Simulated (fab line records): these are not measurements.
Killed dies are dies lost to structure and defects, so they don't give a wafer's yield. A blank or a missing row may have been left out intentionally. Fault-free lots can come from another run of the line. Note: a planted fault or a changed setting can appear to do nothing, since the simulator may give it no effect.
fab line records | flow sky130
record: lots: 5 | wafers: 15 | lastDay: 50
route steps=708 shown FIELD_ISO@27 NWELL@32 DNWELL@35 PWDE@45 PAD_OPEN@708
lots that met no fault: taken from a fault-free run of the same line
startH: the number of hours between the record's first day and the start of the first shown wafer of the lot | waitH: hours elapsed since this lot's preceding step | " the same as in the row above | L1.1+2: a row that stands for several wafers | - no value present, or no start provided | * or withheld: withheld | < > ~ a bound
route shown NAME@n: NAME is a module with steps in the file, n the number in the route of the first one | usual: the fault-free wafers' mean and standard deviation | same: alike in all rows | chamber/n: place in a boat | sites: readings site by site | _std_site: their standard deviation | _edge_site: inner sites' mean taken away from outer sites' mean | radiusMm: for every site, how far away it sits from the centre of the wafer | mask NAME#n: copy n | behind: the last tool/chamber to shape the wafer | hold: cause of the lot's hold/its duration in hours/its outcome | device: whichever transistor did not switch (one of n, p or np) | end of line: tests of these same wafers at the route's end | for a step that has no rows: nothing shown but its recipe | killed: dies that structure and defects cost at the first sort, which is not the same as the wafer's yield | map: the dies of a wafer, with x for killed, . for not killed, _ for no die there
set.NAME: the setting that was run; set.NAME@STEP: the one run at that earlier step | model.NAME: the simulator's own value behind a step, which no gauge read
lots at some steps of the route; a table a step, a row a wafer
services: from which hour (startH, from the record's first day; less than 0 if before it) a tool's chamber was out of use, for how many hours, and why
== steps ==
step: SKY_FIELD_ISO_ANNEAL_26
recipe: tempC: 1000 | timeS: 1800 | ambient: N2
step: SKY_FIELD_ISO_CMP_27
recipe: stopOn: Si3N4 | tOverpolishS: 16 | downForcePsi: 4 | platenRpm: 60 | targetThkNm: 457.8 | padVelocityMS: 0.94248
usual: motorCurrentA: 12.2/1.1 | overpolishRunS: 16.000/0.011 | timeToEndpointS: 112/3.5
lot.wafer | tool   | chamber | startH | waitH | motorCurrentA | overpolishRunS | timeToEndpointS
L808.4    | cmp-01 | 1       | 44.08  | 0.1   | 13.0          | 16.004         | 112
L808.2    | "      | 2       | "      | "     | 11.7          | 15.991         | 115
L808.5    | "      | 0       | "      | "     | 11.1          | 15.999         | 113
L809.2    | cmp-02 | 3       | 48.24  | 0.0   | 10.9          | 15.993         | 114
L809.4    | "      | 0       | "      | "     | 13.0          | 16.016         | 117
L809.3    | "      | 1       | "      | "     | 13.4          | 16.020         | 112
L817.2    | cmp-01 | 3       | 94.91  | 0.1   | 11.2          | 16.012         | 108
L817.4    | "      | 1       | "      | "     | 12.5          | 16.013         | 108
L817.5    | "      | 2       | "      | "     | 11.2          | 16.001         | 113
L828.1    | cmp-01 | 3       | 149.12 | 0.0   | 11.6          | 16.008         | 111
L828.4    | "      | 2       | "      | "     | 11.3          | 16.010         | 112
L828.5    | "      | 0       | "      | "     | 11.3          | 16.001         | 111
L829.3    | cmp-01 | 2       | 154.50 | 0.2   | 11.5          | 15.991         | 117
L829.2    | "      | 3       | "      | "     | 11.9          | 15.994         | 111
L829.5    | "      | 2       | "      | "     | 11.8          | 15.991         | 115
step: SKY_FIELD_ISO_WET_ETCH_28
recipe: chemistry: dHF | targetDepthNm: 23.7 | target: SiO2 | dilution: 10:1 | tempC: 25 | timeS: 47
step: SKY_FIELD_ISO_WET_ETCH_29
recipe: chemistry: H3PO4 | targetDepthNm: 160 | target: Si3N4 | tempC: 160 | timeS: 1825
step: SKY_FIELD_ISO_WET_ETCH_30
recipe: chemistry: dHF | targetDepthNm: 25 | target: SiO2 | dilution: 10:1 | tempC: 25 | timeS: 50
step: SKY_NWELL_CLEAN_00
recipe: chemistry: SC1/SC2 | mix: 1:4:20 | tempC: 70 | timeS: 150 | dry: n2Spin
step: SKY_NWELL_OXIDATION_01
recipe: tempC: 900 | ambient: O2 | stabiliseS: 600 | purgeS: 300 | targetThkA: 100 | oxTimeS: 1418
step: SKY_NWELL_THK_MEAS_02
recipe: reads: SiO2_of_NWELL_OXIDATION_01
usual: NWELL_OXIDATION_THK: 10.11/0.17
lot.wafer | tool         | chamber | startH | waitH | NWELL_OXIDATION_THK[nm]
L808.2    | filmMetro-03 | -       | 46.75  | 0.0   | 10.05
L808.4    | "            | -       | "      | "     | 9.93
L808.5    | "            | -       | "      | "     | 10.12
L809.2    | filmMetro-01 | -       | 50.56  | 0.0   | 10.23
L809.3    | "            | -       | "      | "     | 10.28
L809.4    | "            | -       | "      | "     | 10.23
L817.2    | filmMetro-03 | -       | 99.18  | 0.0   | 10.29
L817.4    | "            | -       | "      | "     | 10.41
L817.5    | "            | -       | "      | "     | 10.28
L828.1    | filmMetro-01 | -       | 151.48 | 0.0   | 9.92
L828.4    | "            | -       | "      | "     | 10.28
L828.5    | "            | -       | "      | "     | 10.25
L829.2    | filmMetro-03 | -       | 159.89 | 0.0   | 9.65
L829.3    | "            | -       | "      | "     | 9.68
L829.5    | "            | -       | "      | "     | 9.65
step: SKY_DNWELL_DEHYDRATE_00
recipe: tempC: 200 | timeS: 60
step: SKY_DNWELL_HMDS_01
recipe: primeTimeS: 60 | primeTempC: 120
step: SKY_DNWELL_COAT_02
recipe: spinRpm: 2000 | resistThkNm: 3000
step: SKY_DNWELL_SOFTBAKE_03
recipe: tempC: 110 | timeS: withheld
step: SKY_DNWELL_EXPOSE_04
recipe: maskId: DNM | na: 0.57 | targetCdNm: 3000 | doseMj: 222
usual: focusOffsetNm: -0.1/0.5 | reticleTempC: 22.99/0.11
lot.wafer | tool            | chamber | startH | waitH | mask    | focusOffsetNm | reticleTempC
L808.2    | ilineStepper-02 | 0       | 55.11  | -     | DNM#0   | -1.2          | 22.74
L808.4    | "               | 0       | "      | "     | DNM#0   | -1.3          | 22.93
L808.5    | "               | 0       | "      | "     | DNM#0   | -0.4          | 22.94
L809.2    | ilineStepper-01 | 0       | 58.99  | -     | DNM#0   | 0.2           | 22.98
L809.3    | "               | 0       | "      | "     | DNM#0   | 0.0           | 23.02
L809.4    | "               | 0       | "      | "     | DNM#0   | 0.3           | 22.97
L817.2    | ilineStepper-02 | 0       | 108.04 | -     | PWDEM#0 | 0.5           | 22.91
L817.4    | "               | 0       | "      | "     | PWDEM#0 | 0.0           | 23.05
L817.5    | "               | 0       | "      | "     | PWDEM#0 | 0.0           | 23.04
L828.1    | ilineStepper-02 | 0       | 161.56 | -     | DNM#0   | 0.6           | 23.23
L828.4    | "               | 0       | "      | "     | DNM#0   | 0.6           | 22.99
L828.5    | "               | 0       | "      | "     | DNM#0   | 0.2           | 23.16
L829.2    | ilineStepper-01 | 0       | 169.63 | -     | DNM#0   | 0.5           | 23.03
L829.3    | "               | 0       | "      | "     | DNM#0   | 1.0           | 22.94
L829.5    | "               | 0       | "      | "     | DNM#0   | -0.5          | 23.03
step: SKY_DNWELL_PEB_05
recipe: tempC: 115 | timeS: withheld
step: SKY_DNWELL_DEVELOP_06
recipe: wallAngleDeg: 90 | developer: TMAH | developTimeS: 60 | devTempC: 23
step: SKY_DNWELL_IMPLANT_07
recipe: species: P | energyKev: withheld | doseCm2: withheld | tiltDeg: withheld
step: SKY_DNWELL_STRIP_08
recipe: chemistry: O2/N2 | powerW: 1400 | pressureMtorr: 1500 | platenTempC: withheld | o2FlowSccm: 3000 | n2FlowSccm: 300 | overashFraction: 0.5
usual: drypumpMotorCurrentA: 5.42/0.29 | oesProductAu: 0.722/0.0044 | stripTimeToEndpointS: 36.91/0.11
lot.wafer | tool           | chamber | startH | waitH | drypumpMotorCurrentA | oesProductAu | rfHoursCounterH | stripTimeToEndpointS
L808.2    | plasmaAsher-04 | 1       | 63.22  | 0.1   | 5.51                 | 0.718        | 38              | 36.75
L808.4    | "              | 0       | "      | "     | 5.57                 | 0.726        | -               | 36.72
L808.5    | "              | 0       | "      | "     | 5.57                 | 0.722        | -               | 36.72
L809.2    | plasmaAsher-01 | 0       | 66.99  | 0.1   | 5.92                 | 0.727        | 36              | 36.90
L809.3    | "              | 1       | "      | "     | 5.35                 | 0.717        | -               | 36.99
L809.4    | "              | 0       | "      | "     | 5.90                 | 0.721        | -               | 37.02
L817.2    | plasmaAsher-02 | 0       | 116.77 | 0.1   | 5.11                 | 0.722        | 45              | 37.14
L817.4    | "              | 0       | "      | "     | 5.10                 | 0.721        | -               | 37.21
L817.5    | "              | 1       | "      | "     | 5.01                 | 0.721        | -               | 37.15
L828.1    | plasmaAsher-04 | 0       | 171.29 | 0.1   | 5.55                 | 0.724        | 5               | 37.04
L828.4    | "              | 1       | "      | "     | 5.50                 | 0.712        | -               | 36.96
L828.5    | "              | 0       | "      | "     | 5.56                 | 0.725        | -               | 36.93
L829.2    | plasmaAsher-01 | 0       | 179.99 | 0.1   | 5.91                 | 0.715        | 47              | 36.92
L829.3    | "              | 0       | "      | "     | 5.91                 | 0.722        | -               | 36.94
L829.5    | "              | 1       | "      | "     | 5.35                 | 0.724        | -               | 36.90
step: SKY_DNWELL_TW_MEAS_09
usual: DNWELL_TW: 1108/6.1
lot.wafer | tool         | chamber | startH | waitH | DNWELL_TW
L808.2    | filmMetro-01 | -       | 63.33  | 0.1   | 1112
L808.4    | "            | -       | "      | "     | 1111
L808.5    | "            | -       | "      | "     | 1116
L809.2    | filmMetro-01 | -       | 67.10  | 0.1   | 1108
L809.3    | "            | -       | "      | "     | 1104
L809.4    | "            | -       | "      | "     | 1108
L817.2    | filmMetro-02 | -       | 116.88 | 0.1   | 30
L817.4    | "            | -       | "      | "     | 30
L817.5    | "            | -       | "      | "     | 30
L828.1    | filmMetro-03 | -       | 171.39 | 0.1   | 1109
L828.4    | "            | -       | "      | "     | 1111
L828.5    | "            | -       | "      | "     | 1110
L829.2    | filmMetro-02 | -       | 180.10 | 0.1   | 1100
L829.3    | "            | -       | "      | "     | 1110
L829.5    | "            | -       | "      | "     | 1113
step: SKY_PWDE_DEHYDRATE_00
recipe: tempC: 200 | timeS: 60
step: SKY_PWDE_HMDS_01
recipe: primeTimeS: 60 | primeTempC: 120
step: SKY_PWDE_COAT_02
recipe: spinRpm: 2000 | resistThkNm: 3000
step: SKY_PWDE_SOFTBAKE_03
recipe: tempC: 110 | timeS: withheld
step: SKY_PWDE_EXPOSE_04
recipe: maskId: PWDEM | na: 0.6 | sourceShape: conventional | sigmaOuter: 0.6 | polarization: unpolarized | targetCdNm: 840 | doseMj: 214
step: SKY_PWDE_PEB_05
recipe: tempC: 115 | timeS: withheld
step: SKY_PWDE_DEVELOP_06
recipe: wallAngleDeg: 90 | developer: TMAH | developTimeS: 60 | devTempC: 23
step: SKY_PWDE_OVL_MEAS_07
usual: PWDE_OVL: 0.1/1.4
lot.wafer | tool       | chamber | startH | waitH | PWDE_OVL[nm]
L808.2    | overlay-02 | -       | 79.05  | -     | -1.0
L808.4    | "          | -       | "      | "     | -1.6
L808.5    | "          | -       | "      | "     | -0.8
L809.2    | overlay-01 | -       | 84.15  | -     | -2.1
L809.3    | "          | -       | "      | "     | -1.1
L809.4    | "          | -       | "      | "     | -0.1
L817.2    | overlay-02 | -       | 135.20 | -     | -2.5
L817.4    | "          | -       | "      | "     | -1.7
L817.5    | "          | -       | "      | "     | -0.2
L828.1    | overlay-02 | -       | 191.17 | -     | 0.6
L828.4    | "          | -       | "      | "     | 1.1
L828.5    | "          | -       | "      | "     | 0.4
L829.2    | overlay-02 | -       | 201.04 | -     | -0.9
L829.3    | "          | -       | "      | "     | -1.4
L829.5    | "          | -       | "      | "     | -0.8
step: SKY_PWDE_IMPLANT_08
recipe: species: B | energyKev: 150 | doseCm2: 3.6e+12 | tiltDeg: withheld
step: SKY_PWDE_STRIP_09
recipe: chemistry: O2/N2 | powerW: 1400 | pressureMtorr: 1500 | platenTempC: withheld | o2FlowSccm: 3000 | n2FlowSccm: 300 | overashFraction: 0.5
usual: drypumpMotorCurrentA: 5.5/0.48 | oesProductAu: 0.722/0.0046 | stripTimeToEndpointS: 36.94/0.12
lot.wafer | tool           | chamber | startH | waitH | drypumpMotorCurrentA | oesProductAu | rfHoursCounterH | stripTimeToEndpointS
L808.2    | plasmaAsher-02 | 0       | 79.23  | 0.1   | 5.1                  | 0.723        | 41              | 36.85
L808.4    | "              | 1       | "      | "     | 5.0                  | 0.723        | -               | 36.82
L808.5    | "              | 0       | "      | "     | 5.1                  | 0.723        | -               | 36.85
L809.2    | plasmaAsher-01 | 0       | 84.33  | 0.1   | 5.9                  | 0.724        | 38              | 36.77
L809.3    | "              | 0       | "      | "     | 5.9                  | 0.713        | -               | 36.93
L809.4    | "              | 1       | "      | "     | 5.3                  | 0.719        | -               | 36.85
L817.2    | plasmaAsher-03 | 0       | 135.38 | 0.1   | 5.5                  | 0.718        | 32              | 36.98
L817.4    | "              | 1       | "      | "     | 6.3                  | 0.712        | -               | 36.94
L817.5    | "              | 1       | "      | "     | 6.4                  | 0.719        | -               | 36.92
L828.1    | plasmaAsher-03 | 0       | 191.36 | 0.1   | 5.6                  | 0.724        | 37              | 36.63
L828.4    | "              | 0       | "      | "     | 5.5                  | 0.721        | -               | 36.76
L828.5    | "              | 1       | "      | "     | 6.4                  | 0.728        | -               | 36.73
L829.2    | plasmaAsher-03 | 0       | 201.22 | 0.1   | 5.5                  | 0.723        | 38              | 36.85
L829.3    | "              | 0       | "      | "     | 5.6                  | 0.722        | -               | 36.84
L829.5    | "              | 1       | "      | "     | 6.4                  | 0.718        | -               | 36.96
step: SKY_PWDE_TW_MEAS_10
usual: PWDE_TW: 371.6/2
lot.wafer | tool         | chamber | startH | waitH | PWDE_TW
L808.2    | filmMetro-03 | -       | 79.34  | 0.1   | 371.3
L808.4    | "            | -       | "      | "     | 370.0
L808.5    | "            | -       | "      | "     | 368.8
L809.2    | filmMetro-03 | -       | 84.44  | 0.1   | 370.9
L809.3    | "            | -       | "      | "     | 371.7
L809.4    | "            | -       | "      | "     | 370.2
L817.2    | filmMetro-03 | -       | 135.49 | 0.1   | 1117.7
L817.4    | "            | -       | "      | "     | 1123.5
L817.5    | "            | -       | "      | "     | 1126.9
L828.1    | filmMetro-02 | -       | 191.46 | 0.1   | 370.3
L828.4    | "            | -       | "      | "     | 371.9
L828.5    | "            | -       | "      | "     | 373.3
L829.2    | filmMetro-03 | -       | 201.33 | 0.1   | 373.7
L829.3    | "            | -       | "      | "     | 375.3
L829.5    | "            | -       | "      | "     | 374.4
step: SKY_NWELL_DEHYDRATE_03
recipe: tempC: 200 | timeS: 60
step: SKY_PAD_OPEN_PROBE_99
usual: killed_at_M0_to_M3: 44/7.8 | killed_at_M4_up: 3.1/1.7 | killedAtContacts: 25/5.1 | killedAtFrontEnd: 15/4.4 | killedAtOther: 0.5/0.68 | killedDies: 88/9.9 | killedOnRim: 17/3.9 | killedOpen: 48/6.9 | killedShort: 39/6.5
same: grossDies: 492 | killedAtBackSide: 0
lot.wafer | tool      | chamber | startH  | waitH | killed_at_M0_to_M3 | killed_at_M4_up | killedAtContacts | killedAtFrontEnd | killedAtOther | killedDies | killedOnRim | killedOpen | killedShort
L817.2    | prober-02 | -       | 1145.57 | 0.1   | 59                 | 1               | 19               | 412              | 1             | 492        | 96          | 48         | 39
L817.4    | prober-02 | -       | 1145.67 | 0.2   | 33                 | 2               | 22               | 434              | 1             | 492        | 96          | 35         | 29
L817.5    | prober-02 | -       | 1145.72 | 0.2   | 38                 | 1               | 20               | 433              | 0             | 492        | 96          | 45         | 31
killed by level:class
L817.2 DNWELL:areaExpose=405 VIA1:geometricParticle:open=15 VIA3:geometricParticle:open=12 METAL1:geometricParticle:short=8 CONTACT:geometricParticle:open=8 VIA1:geometricParticle:short=6 METAL2:geometricParticle:short=5 LI_CONTACT:geometricParticle:open=4
L817.4 DNWELL:areaExpose=427 CONTACT:geometricParticle:open=7 VIA1:geometricParticle:open=7 LI_CONTACT:geometricParticle:open=6 METAL2:geometricParticle:short=5 VIA1:geometricParticle:short=4 VIA3:geometricParticle:open=4 LI_CONTACT:geometricParticle:short=3
L817.5 DNWELL:areaExpose=416 VIA1:geometricParticle:open=10 CONTACT:geometricParticle:open=8 FIELD_ISO:geometricParticle:open=7 VIA3:geometricParticle:open=7 VIA2:geometricParticle:open=5 METAL2:geometricParticle:short=5 CONTACT:geometricParticle:short=4
map L817.2 (x killed, . not)
__________xxxxxxxxxx_________
________xxxxxxxxxxxxxx_______
______xxxxxxxxxxxxxxxxxx_____
_____xxxxxxxxxxxxxxxxxxxx____
____xxxxxxxxxxxxxxxxxxxxxx___
___xxxxxxxxxxxxxxxxxxxxxxxx__
__xxxxxxxxxxxxxxxxxxxxxxxxxx_
_xxxxxxxxxxxxxxxxxxxxxxxxxxxx
_xxxxxxxxxxxxxxxxxxxxxxxxxxxx
_xxxxxxxxxxxxxxxxxxxxxxxxxxxx
_xxxxxxxxxxxxxxxxxxxxxxxxxxxx
_xxxxxxxxxxxxxxxxxxxxxxxxxxxx
_xxxxxxxxxxxxxxxxxxxxxxxxxxxx
_xxxxxxxxxxxxxxxxxxxxxxxxxxxx
_xxxxxxxxxxxxxxxxxxxxxxxxxxxx
__xxxxxxxxxxxxxxxxxxxxxxxxxx_
___xxxxxxxxxxxxxxxxxxxxxxxx__
____xxxxxxxxxxxxxxxxxxxxxx___
_____xxxxxxxxxxxxxxxxxxxx____
______xxxxxxxxxxxxxxxxxx_____
________xxxxxxxxxxxxxx_______
__________xxxxxxxxxx_________
map L808.5 (x killed, . not)
__________x...x....x_________
________.....xx...x..._______
______.x..............x._____
_____...x...x..xx........____
____.........x..x.x...x..x___
___..x..x....x..x.......x..__
__..x..x.......x......x.x..._
_x..............x........x...
_.....x.......xx.............
_x...x...x....x..x......x....
_x..................x..xx....
_x....x.x..x........x.....x..
_.x.......x.............xxxx.
_x....x...................xxx
_..x.........xx...xx....x..x.
__.........x.....x......x..._
___x.....x....x.....x.....x__
____........x.............___
_____..xxx.....x.........____
______.................._____
________...x.........._______
__________..x...x..x_________
== services ==
tool            | chamber | startH | hours | kind
cmp-02          | -       | 26.87  | 1.0   | repair
plasmaAsher-02  | -       | 32.98  | 3.0   | repair
plasmaAsher-01  | -       | 40.97  | 1.3   | repair
ilineStepper-01 | -       | 47.58  | 1.7   | pm
cmp-02          | -       | 53.19  | 4.3   | pm
cmp-01          | -       | 64.00  | 4.0   | pm
cmp-01          | -       | 65.86  | 0.3   | repair
cmp-01          | -       | 68.00  | -     | consumableReplace:conditioner
cmp-01          | -       | 68.00  | -     | consumableReplace:pad
ilineStepper-02 | -       | 97.66  | 1.7   | pm
plasmaAsher-03  | -       | 98.55  | 0.9   | repair
ilineStepper-02 | 0       | 104.74 | -     | calibration
plasmaAsher-04  | -       | 108.75 | 9.0   | pm
plasmaAsher-04  | 0       | 108.75 | 9.0   | ventCycle
plasmaAsher-04  | 1       | 108.75 | 9.0   | ventCycle
cmp-02          | -       | 115.42 | 1.0   | repair
cmp-01          | -       | 135.50 | 1.3   | repair
plasmaAsher-01  | -       | 139.17 | 2.2   | repair
cmp-02          | -       | 145.20 | 11.5  | repair
ilineStepper-02 | -       | 156.70 | 3.8   | repair
cmp-01          | -       | 163.93 | 7.5   | pm
plasmaAsher-04  | -       | 166.90 | 2.8   | pm
plasmaAsher-03  | -       | 176.04 | 9.6   | pm
cmp-01          | -       | 186.51 | 0.2   | repair
== key ==
firstSign: step: SKY_DNWELL_EXPOSE_04 | reading: mask | direction: changed
effect: step: SKY_DNWELL_TW_MEAS_09 | reading: DNWELL_TW | direction: down | sigmas: 99+ | usual: 1108 | struck: 30
effect: step: SKY_PWDE_TW_MEAS_10 | reading: PWDE_TW | direction: up | sigmas: 99+ | usual: 371.6 | struck: 1122.7
effect: step: SKY_PAD_OPEN_PROBE_99 | reading: killedAtFrontEnd | direction: up | sigmas: 93 | usual: 15 | struck: 426
moreKillsBornAt: SKY_DNWELL_EXPOSE_04@ilineStepper-02: 1248
metAt SKY_DNWELL_EXPOSE_04
struckWafers L817.2,L817.4,L817.5
testerLeftOut L817
onsetBetween 55.11 108.04
fault: kind: wrongMask | tool: any | chamber: - | onsetH: 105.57 | steps: SKY_DNWELL_EXPOSE_04 | auxCopy: PWDEM#0 | scope: struckLotsOnly
testerLeftOut: of these lots the tester's yield and bins aren't shown, on N5 and GAA mostly nor the transistor test; their killed dies are dies lost to structure and defects alone, not to doping, threshold or leakage, so they don't give the yield
